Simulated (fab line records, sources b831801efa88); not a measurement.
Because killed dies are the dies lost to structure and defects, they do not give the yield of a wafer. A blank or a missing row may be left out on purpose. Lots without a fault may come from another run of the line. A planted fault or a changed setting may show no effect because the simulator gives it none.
Which tool did it? | flow gf180mcu | Sampling: 13 lots, 39 wafers, 5 of 602 route steps

## WHAT THE GAUGES READ, wafer by wafer
GF_VT_IMPLANT_TW_MEAS_43. Usual: VT_IMPLANT_4_TW gives 688 (standard deviation 9.2).
lot  | measured     | on            | VT_IMPLANT_4_TW | flag
L325 | day 7 16:38  | film metro-03 | 699 696 697     |
L326 | day 7 21:05  | film metro-04 | 675 673 680     |
L332 | day 9 13:46  | film metro-03 | 704 699 697     |
L333 | day 9 21:25  | film metro-04 | 674 681 678     |
L335 | day 10 13:20 | film metro-02 | 694 694 692     |
L336 | day 10 19:35 | film metro-04 | 677 677 681     |
L337 | day 11 01:49 | film metro-02 | 692 695 689     |
L339 | day 11 15:59 | film metro-04 | 677 677 679     |
L342 | day 12 08:03 | film metro-04 | 686 683 688     |
L344 | day 12 19:04 | film metro-04 | 684 680 682     |
L345 | day 13 01:25 | film metro-02 | 695 700 694     |
L347 | day 13 16:26 | film metro-04 | 679 678 678     |
L348 | day 13 23:51 | film metro-04 | 681 683 679     |

GF_POLY_GATE_THK_MEAS_01. Usual: POLY_GATE_CVD_00_THK gives 200.7 nm (standard deviation 2.1).
lot  | measured     | on            | POLY_GATE_CVD_00_THK (nm) | flag
L325 | day 8 15:14  | film metro-01 | 199.9 199.2 201.5         |
L326 | day 8 20:49  | film metro-01 | 199.6 200.1 199.5         |
L332 | day 10 14:14 | film metro-02 | 196.9 197.0 198.2         |
L333 | day 10 21:33 | film metro-01 | 199.7 201.0 199.7         |
L335 | day 11 15:50 | film metro-02 | 201.5 202.1 201.5         |
L336 | day 11 21:59 | film metro-04 | 201.3 202.0 200.8         |
L337 | day 12 04:49 | film metro-02 | 196.1 198.0 196.9         |
L339 | day 12 17:35 | film metro-01 | 205.7 205.3 204.8         |
L342 | day 13 10:33 | film metro-01 | 202.3 202.5 201.6         |
L344 | day 13 23:52 | film metro-01 | 202.6 203.6 203.4         |
L345 | day 14 05:50 | film metro-04 | 200.6 202.3 200.6         |
L347 | day 14 20:19 | film metro-04 | 199.8 200.9 200.8         |
L348 | day 15 02:42 | film metro-01 | 201.1 200.9 201.9         |

GF_HV_LDD_OVL_MEAS_08. Usual: HV_LDD_OVL gives 1.3 nm (standard deviation 1.5).
lot  | measured     | on         | HV_LDD_OVL (nm) | flag
L325 | day 10 04:43 | overlay-02 | 4.6 3.7 3.5     |
L326 | day 10 10:10 | overlay-01 | -1.8 -1.9 -0.1  |
L332 | day 12 05:42 | overlay-01 | 1.0 1.8 0.5     |
L333 | day 12 12:33 | overlay-02 | 3.1 2.5 3.3     |
L335 | day 13 08:40 | overlay-02 | 2.3 3.2 3.8     |
L336 | day 13 15:00 | overlay-01 | 1.3 2.6 2.7     |
L337 | day 13 22:26 | overlay-01 | 0.6 0.8 0.8     |
L339 | day 14 15:52 | overlay-02 | 4.4 3.0 3.6     |
L342 | day 15 07:41 | overlay-01 | 0.9 -0.9 -0.2   |
L344 | day 15 20:46 | overlay-01 | -0.1 1.1 0.3    |
L345 | day 16 02:49 | overlay-02 | 0.8 0.7 1.2     |
L347 | day 16 17:11 | overlay-02 | 0.8 0.3 2.6     |
L348 | day 17 03:43 | overlay-02 | 1.2 -0.2 1.0    |

GF_HV_LDD_CD_MEAS_46: the cd target is 400 nm. Usual: cd nm at 400.1 nm, with a standard deviation of 1.6.
lot  | measured     | on        | cd nm (nm)        | flag
L325 | day 12 13:13 | cd sem-02 | 399.5 398.9 399.6 |
L326 | day 12 18:45 | cd sem-02 | 399.9 400.9 400.9 |
L332 | day 14 18:29 | cd sem-02 | 401.2 400.5 401.8 |
L333 | day 15 02:34 | cd sem-01 | 399.6 400.4 400.8 |
L335 | day 16 00:21 | cd sem-01 | 398.7 400.2 401.1 |
L336 | day 16 06:34 | cd sem-01 | 398.3 398.2 399.2 |
L337 | day 16 15:38 | cd sem-01 | 407.4 408.6 405.1 | OFF
L339 | day 17 09:04 | cd sem-01 | 408.0 405.5 404.4 | OFF
L342 | day 18 03:33 | cd sem-01 | 402.2 400.7 400.6 |
L344 | day 18 16:41 | cd sem-02 | 399.8 398.2 396.6 |
L345 | day 19 00:34 | cd sem-01 | 400.3 400.4 398.7 |
L347 | day 19 16:40 | cd sem-01 | 401.5 397.6 398.9 |
L348 | day 20 05:27 | cd sem-01 | 400.1 399.8 399.3 |

## TOOL THAT RAN EACH LOT (tool first, then ch and the chambers of the sampled wafers, then the start)
lot  | GF_HV_LDD_COAT_41
L325 | litho track-04 ch 0, day 12 04:11
L326 | litho track-03 ch 0, day 12 09:14
L332 | litho track-03 ch 0, day 14 08:44
L333 | litho track-03 ch 0, day 14 15:33
L335 | litho track-03 ch 0, day 15 13:26
L336 | litho track-01 ch 0, day 15 19:00
L337 | litho track-03 ch 0, day 16 04:53
L339 | litho track-03 ch 0, day 16 21:57
L342 | litho track-01 ch 0, day 17 15:36
L344 | litho track-01 ch 0, day 18 05:16
L345 | litho track-04 ch 0, day 18 11:58
L347 | litho track-03 ch 0, day 19 04:27
L348 | litho track-03 ch 0, day 19 16:23
- GF_HV_LDD_COAT_41: resist thk 1000 nm.

## WHAT THE TOOLS THEMSELVES READ (means of the sampled wafers that have a number; where no wafer has one, the mark that the record gives instead)
The record holds no such reading with a usual standard deviation.

## THE ANSWER, worked out from the rows above alone
Rule: a lot counts as off when the mean over its wafers that have a number is more than 3 standard deviations away from the usual mean. Also off: a lot with no number at a reading for which 4 or more lots have one. All remaining lots with rows at the step are treated as sound. The gauges are gone through in route order, then the tools' own readings, and for those a lot's mean is taken as printed above. At the first step where some lot is off, the reading lying furthest off is the one used; lots without a number count as furthest.
Off: L337, L339 (GF_HV_LDD_CD_MEAS_46, cd nm).
A tool fits if, at a process step before that reading, it ran every lot that is off, and no sound lot after the first of them. The gauges at GF_HV_LDD_CD_MEAS_46 are tried like those tools. Not one of the candidates tried fits.

## WHAT HAD BEEN PUT IN BY THE SIMULATOR
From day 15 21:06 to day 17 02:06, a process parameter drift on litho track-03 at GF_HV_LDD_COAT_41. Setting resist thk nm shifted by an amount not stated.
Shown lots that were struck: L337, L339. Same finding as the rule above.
